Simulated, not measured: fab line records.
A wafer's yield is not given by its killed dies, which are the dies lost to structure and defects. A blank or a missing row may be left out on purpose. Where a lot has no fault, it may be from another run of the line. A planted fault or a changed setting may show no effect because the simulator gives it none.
What tool caused it? || flow sky130 || 39 wafers sampled from 13 lots at 1 step of a route of 708

## WHAT THE GAUGES SHOWED, per wafer
SKY_METAL3_OVL_MEAS_14. Usual: METAL3_OVL typically reads 0 nm, with standard deviation 5.9.
{"lot": "L919", "measured": "day 39 05:50", "on": "overlay-02", "METAL3_OVL (nm)": "-3 -9 0", "flag": ""}
{"lot": "L922", "measured": "day 40 09:48", "on": "overlay-02", "METAL3_OVL (nm)": "-2 -2 -8", "flag": ""}
{"lot": "L923", "measured": "day 40 14:22", "on": "overlay-01", "METAL3_OVL (nm)": "-6 -5 -6", "flag": ""}
{"lot": "L926", "measured": "day 40 21:51", "on": "overlay-02", "METAL3_OVL (nm)": "6 -1 9", "flag": ""}
{"lot": "L924", "measured": "day 40 23:01", "on": "overlay-02", "METAL3_OVL (nm)": "1 -6 -8", "flag": ""}
{"lot": "L930", "measured": "day 41 23:34", "on": "overlay-02", "METAL3_OVL (nm)": "1 1 8", "flag": ""}
{"lot": "L929", "measured": "day 42 03:32", "on": "overlay-01", "METAL3_OVL (nm)": "-5 1 -1", "flag": ""}
{"lot": "L932", "measured": "day 42 15:21", "on": "overlay-02", "METAL3_OVL (nm)": "4 2 3", "flag": ""}
{"lot": "L933", "measured": "day 43 16:32", "on": "overlay-02", "METAL3_OVL (nm)": "-1 -1 2", "flag": ""}
{"lot": "L935", "measured": "day 43 16:47", "on": "overlay-02", "METAL3_OVL (nm)": "-3 -5 -2", "flag": ""}
{"lot": "L934", "measured": "day 43 16:59", "on": "overlay-01", "METAL3_OVL (nm)": "5 5 9", "flag": ""}
{"lot": "L940", "measured": "day 44 21:53", "on": "overlay-02", "METAL3_OVL (nm)": "-2 2 -8", "flag": ""}
{"lot": "L941", "measured": "day 45 00:45", "on": "overlay-01", "METAL3_OVL (nm)": "13 10 10", "flag": ""}

## EACH LOT AND THE TOOL THAT RAN IT (in order: tool; ch and the chambers of the sampled wafers; start)
There is no process step in the record ahead of these readings.

## WHAT THE TOOLS THEMSELVES READ (means of the sampled wafers that have a number; where no wafer has one, the mark that the record gives instead)
The record holds no such reading with a usual standard deviation.

## THE ANSWER, worked out from the rows above alone
Rule: a lot counts as off when the mean over its wafers that have a number is more than 3 standard deviations away from the usual mean. Also off: a lot with no number at a reading for which 4 or more lots have one. All remaining lots with rows at the step are treated as sound. Order of review: gauges by route order, followed by the tools' own readings, for which a lot's mean as printed above is used. The first step at which some lot is off is used, and at that step the reading that is off furthest; a lot without a number counts as furthest.
No lot is off on any of the readings shown, so nothing can be concluded from this.

## WHAT THE SIMULATOR HAD PUT IN
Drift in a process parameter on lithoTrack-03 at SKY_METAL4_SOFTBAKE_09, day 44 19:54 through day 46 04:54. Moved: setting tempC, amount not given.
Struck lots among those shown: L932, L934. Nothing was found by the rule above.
